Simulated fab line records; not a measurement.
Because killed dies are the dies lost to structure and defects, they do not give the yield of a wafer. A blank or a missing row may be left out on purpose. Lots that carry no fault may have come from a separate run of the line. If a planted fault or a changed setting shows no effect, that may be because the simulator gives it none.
Chamber matching -- flow sky130 -- SKY_VIA1_CMP_02 on cmp-02 has 4 sister chambers
The step polishes SiO2. 8 wafers are shown with their chamber, then 9 later ones without.

## WAFERS WITH THEIR CHAMBER
wafer,chamber,motor_current_A (A),slurry_flow_ml_min
L132.2,1,11.7,149.9
L134.6,0,11.3,149.8
L135.1,2,13.8,149.6
L135.3,0,11.2,150.3
L135.6,1,12.8,149.3
L138.1,3,12.7,149.1
L138.4,2,13.8,149.9
L138.5,3,12.1,149.0

## WAFERS MISSING THEIR CHAMBER
wafer,motor_current_A (A),slurry_flow_ml_min
L144.2,10.9,150.0
L144.4,12.3,149.7
L144.6,12.2,149.3
L148.1,12.2,150.7
L148.2,13.3,149.5
L148.4,14.2,150.2
L146.1,11.1,150.0
L146.3,14.3,149.4
L146.5,11.7,150.4

## WHICH CHAMBER EACH ONE RAN IN
wafer,from the rows above,in truth
L144.2,0,0
L144.4,can't be placed: 1 or 3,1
L144.6,can't be placed: 3 or 1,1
L148.1,can't be placed: 0 or 1 or 2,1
L148.2,can't be placed: 2 or 1 or 3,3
L148.4,2,2
L146.1,0,0
L146.3,2,2
L146.5,can't be placed: 0 or 1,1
Correctly placed: 4 of 9. Unplaceable from these rows: 5, with the true chamber sitting among the candidates in 5. Number placed wrongly: 0.
How it was worked out, from the rows above alone: a wafer's distance from a chamber is the root of the sum, over the readings, of the square of ((its reading less the chamber's mean) divided by the reading's scatter). If the next closest chamber is less than 2 further off than the closest, the wafer can't be placed; otherwise it belongs to the closest. For every chamber, the mean is computed from those of its wafers that are shown. How the scatter is found: for the shown wafers, subtract from each reading the mean of its chamber, square and add these, divide the total by (wafers less chambers), then take the root.
